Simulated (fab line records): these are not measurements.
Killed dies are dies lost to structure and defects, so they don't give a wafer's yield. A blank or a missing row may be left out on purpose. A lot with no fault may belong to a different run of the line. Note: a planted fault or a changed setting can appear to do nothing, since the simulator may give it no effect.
Struck lot and sound lot, side by side / flow sky130 / 16 out of 708 route steps
Sound: the wafers L209.2, L209.4, L209.5. Struck: wafer L216.1 (L216.3, L216.4, from the same lot, were not struck and are left out); the cause is given at the end.
Per side, at each step with rows, come the tool, then ch with its chambers, and then its first start. Under that, the readings that differ: sound wafers / struck wafers / difference of the means / sigmas: that difference in standard deviations of wafers without a fault.
alike: words and numbers the same on both sides, and readings whose means are apart by under 2 such deviations; not compared: readings that were withheld, readings missing a value for some wafer, numbers with overlapping values and no deviation given by the record, and bounds like >300 which may hide the same value.
Wherever a step has rows on one side only, a row that says differs or no value, or a row with sigmas, the two part there. When numbers do not overlap yet have no deviation, they are printed without sigmas and do not part them. Lack of a reading on every wafer of one side parts them only where that side has two or more wafers.

first, 3 steps without rows for these wafers: SKY_METAL1_EXPOSE_12 (exposes mask MM1, target cd 140 nm); SKY_METAL1_PEB_13; SKY_METAL1_DEVELOP_14 (develop time 60 s).
SKY_METAL1_CD_MEAS_15: the cd target is 140 nm.
  struck on cd sem-02, day 36 23:57; sound on cd sem-02, day 33 18:26
  alike: cd nm
SKY_METAL1_OVL_MEAS_16:
  struck on overlay-02, day 37 00:04; sound on overlay-02, day 33 18:32
  alike: METAL1_OVL
SKY_METAL1_DESCUM_17: chemistry O2, time 8 s.
  sound on rie metal-02 ch 0,1, day 33 18:34; struck on rie metal-02 ch 1, day 37 00:06
reading=oes product au (a.u.); sound=0.991 0.999 0.990; struck=1.010; difference=+0.017; sigmas=+2
  alike: chamber pressure mTorr, drypump motor current A
  not compared: rf hours counter h
SKY_METAL1_ETCH_18: etches BARC in N2/H2, stops on SiO2, time 45.9 s, target depth 60 nm.
  sound on rie metal-02 ch 0,1, day 33 18:36; struck on rie metal-02 ch 1, day 37 00:08
  alike: bias w, chamber pressure mTorr, drypump motor current A, oes product au, throttle valve pct
  not compared: rf hours counter h
SKY_METAL1_METAL_ETCH_19: etches the open film in Cl2/BCl3, stops on SiO2, target depth 360 nm, time 78 s.
  sound on rie metal-02 ch 0,1, day 33 18:40; struck on rie metal-02 ch 1, day 37 00:12
  alike: bias w, chamber pressure mTorr, drypump motor current A, oes product au, throttle valve pct
  not compared: rf hours counter h
SKY_METAL1_STRIP_20: strips in O2/N2.
  sound on plasma asher-01 ch 1, day 33 18:45; struck on plasma asher-04 ch 0, day 37 00:17
  alike: chamber pressure mTorr, drypump motor current A, oes product au, strip time to endpoint s
  not compared: rf hours counter h
then, 3 steps without rows for these wafers: SKY_METAL1_STRIP_21 (strips in post etch residue remover, time 1200 s); SKY_METAL1_CLEAN_22 (cleans in IPA, time 180 s); SKY_METAL1_CLEAN_23 (cleans in O3/DIW).
SKY_VIA1_HDPCVD_00: deposits SiO2, target thk 1030 nm, time 171.7 s.
  sound on hdpcvd-02 ch 0,1,2, day 33 19:20; struck on hdpcvd-01 ch 0, day 37 00:53
reading=model.SiO2_of_VIA1_HDPCVD_00.thk nm (nm); sound=1037 1028 1040; struck=687.4; difference=-347.6; sigmas=
SKY_VIA1_THK_MEAS_01:
  struck on film metro-01, day 37 01:00; sound on film metro-03, day 33 19:28
reading=VIA1_HDPCVD_THK (nm); sound=1037 1028 1040; struck=688; difference=-347; sigmas=-35
SKY_VIA1_CMP_02: polishes SiO2.
  sound on cmp-01 ch 0,1,2, day 33 19:31; struck on cmp-02 ch 1, day 37 01:04
reading=motor current A (A); sound=12.3 12.1 12.4; struck=10.1; difference=-2.2; sigmas=-2
-- the record jumps here: 12 days lie between the struck wafers' starts before and after (it left off in module VIA1 and takes up again in module PAD_OPEN, whose first step shown is number 708 of the route) --
SKY_PAD_OPEN_PROBE_99:
  only the struck wafers here have rows in the record (prober-01, day 49 01:04); the sound ones have none

== WHERE THEY PART ==
First at SKY_METAL1_DESCUM_17; last, within this record, at SKY_PAD_OPEN_PROBE_99.

WHY: the cause the simulator had injected
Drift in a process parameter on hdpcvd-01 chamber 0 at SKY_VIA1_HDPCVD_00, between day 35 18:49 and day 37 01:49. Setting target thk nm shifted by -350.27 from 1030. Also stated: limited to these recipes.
